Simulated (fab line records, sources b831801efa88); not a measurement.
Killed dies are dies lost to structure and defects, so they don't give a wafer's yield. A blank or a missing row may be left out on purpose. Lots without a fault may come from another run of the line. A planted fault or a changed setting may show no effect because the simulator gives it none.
Which tool did it? | flow sky130 | 11 lots, 33 wafers sampled, at 4 steps of a route of 708

WHAT THE GAUGES READ, wafer by wafer
SKY_SD_P_CD_MEAS_07: target cd 380 nm. Usual: cd_nm 381.0 nm, standard deviation 2.4.
lot  | measured     | on        | cd_nm (nm)        | flag
L324 | day 26 02:22 | cd_sem-02 | 383.9 383.7 381.8 |
L326 | day 26 19:58 | cd_sem-02 | 384.0 385.2 383.8 |
L327 | day 26 21:09 | cd_sem-01 | 380.2 380.2 380.8 |
L328 | day 27 14:12 | cd_sem-01 | 379.9 379.6 379.6 |
L330 | day 28 00:51 | cd_sem-02 | 379.0 378.1 381.1 |
L331 | day 28 22:13 | cd_sem-02 | 381.8 382.0 383.3 |
L339 | day 31 03:06 | cd_sem-02 | - - -             | OFF
L342 | day 31 21:52 | cd_sem-01 | 382.3 385.2 381.9 |
L343 | day 32 02:27 | cd_sem-02 | 386.0 382.9 385.4 |
L344 | day 32 09:37 | cd_sem-01 | 379.3 375.9 376.0 |
L346 | day 33 06:15 | cd_sem-02 | 376.7 376.8 375.8 |

SKY_SD_P_TW_MEAS_11. Usual: SD_P_TW 2799, standard deviation 22.
lot  | measured     | on            | SD_P_TW        | flag
L324 | day 26 02:44 | film_metro-03 | 2764 2772 2762 |
L326 | day 26 20:21 | film_metro-01 | 2807 2813 2797 |
L327 | day 26 21:34 | film_metro-01 | 2807 2848 2826 |
L328 | day 27 14:37 | film_metro-03 | 2759 2757 2749 |
L330 | day 28 01:16 | film_metro-01 | 2807 2815 2805 |
L331 | day 28 22:37 | film_metro-01 | 2808 2815 2818 |
L339 | day 31 03:31 | film_metro-01 | 30 30 30       | OFF
L342 | day 31 22:16 | film_metro-03 | 2784 2772 2787 |
L343 | day 32 02:52 | film_metro-03 | 2793 2799 2784 |
L344 | day 32 10:01 | film_metro-02 | 2788 2797 2807 |
L346 | day 33 06:40 | film_metro-01 | 2799 2789 2789 |

SKY_RES_XHIGH_TW_MEAS_09. Usual: RES_XHIGH_TW 1625, standard deviation 11.
lot  | measured     | on            | RES_XHIGH_TW   | flag
L324 | day 27 06:57 | film_metro-02 | 1636 1623 1616 |
L326 | day 28 00:39 | film_metro-02 | 1629 1631 1620 |
L327 | day 28 02:19 | film_metro-02 | 1628 1629 1631 |
L328 | day 28 18:32 | film_metro-02 | 1620 1622 1627 |
L330 | day 29 05:30 | film_metro-02 | 1614 1614 1616 |
L331 | day 30 02:48 | film_metro-01 | 1639 1639 1632 |
L339 | day 32 06:20 | film_metro-01 | 2878 2878 2885 | OFF
L342 | day 33 00:37 | film_metro-03 | 1617 1619 1618 |
L343 | day 33 05:23 | film_metro-02 | 1610 1621 1618 |
L344 | day 33 12:35 | film_metro-02 | 1626 1627 1627 |
L346 | day 34 09:13 | film_metro-01 | 1628 1636 1627 |

WHICH TOOL RAN EACH LOT (tool, then ch and the chambers of the sampled wafers, then the start)
lot  | SKY_SD_P_EXPOSE_04
L324 | iline_stepper-02 ch 0, day 25 11:41
L326 | iline_stepper-02 ch 0, day 26 06:04
L327 | iline_stepper-02 ch 0, day 26 07:28
L328 | iline_stepper-01 ch 0, day 27 00:02
L330 | iline_stepper-02 ch 0, day 27 11:26
L331 | iline_stepper-01 ch 0, day 28 08:20
L339 | iline_stepper-01 ch 0, day 30 14:00
L342 | iline_stepper-02 ch 0, day 31 09:10
L343 | iline_stepper-02 ch 0, day 31 13:39
L344 | iline_stepper-01 ch 0, day 31 20:31
L346 | iline_stepper-01 ch 0, day 32 17:35
- SKY_SD_P_EXPOSE_04: exposes mask PSDM, target cd 380 nm.

WHAT THE TOOLS THEMSELVES READ (means of the sampled wafers that have a number; where no wafer has one, the mark that the record gives instead)
SKY_SD_P_EXPOSE_04. Usual: exposure_dose_mJ_cm2 137.88, standard deviation 0.15.
lot  | tool             | exposure_dose_mJ_cm2 | flag
L324 | iline_stepper-02 | 138.07               |
L326 | iline_stepper-02 | 137.76               |
L327 | iline_stepper-02 | 137.66               |
L328 | iline_stepper-01 | 137.74               |
L330 | iline_stepper-02 | 137.77               |
L331 | iline_stepper-01 | 137.99               |
L339 | iline_stepper-01 | 138.03               |
L342 | iline_stepper-02 | 137.87               |
L343 | iline_stepper-02 | 137.67               |
L344 | iline_stepper-01 | 138.00               |
L346 | iline_stepper-01 | 137.80               |

THE ANSWER, worked out from the rows above alone
Rule: a lot is off if the mean of its wafers that have a number lies more than 3 standard deviations from the usual mean. A lot without any number at a reading at which 4 lots or more have one is off too. The other lots that the step has rows for count as sound. The gauges are gone through in route order, then the tools' own readings, and for those a lot's mean is taken as printed above. The first step at which some lot is off is used, and at that step the reading that is off furthest; a lot without a number counts as furthest.
Off: L339, at SKY_SD_P_CD_MEAS_07 (cd_nm). Without a number there: L339.
A tool fits if, at a process step before that reading, it ran every lot that is off, and no sound lot after the first of them. The gauges at SKY_SD_P_CD_MEAS_07 aren't tried: what is off there is off at SKY_SD_P_TW_MEAS_11 too, on other tools, and a gauge's error can't cause that. None of those tried fits.

WHAT THE SIMULATOR HAD PUT IN
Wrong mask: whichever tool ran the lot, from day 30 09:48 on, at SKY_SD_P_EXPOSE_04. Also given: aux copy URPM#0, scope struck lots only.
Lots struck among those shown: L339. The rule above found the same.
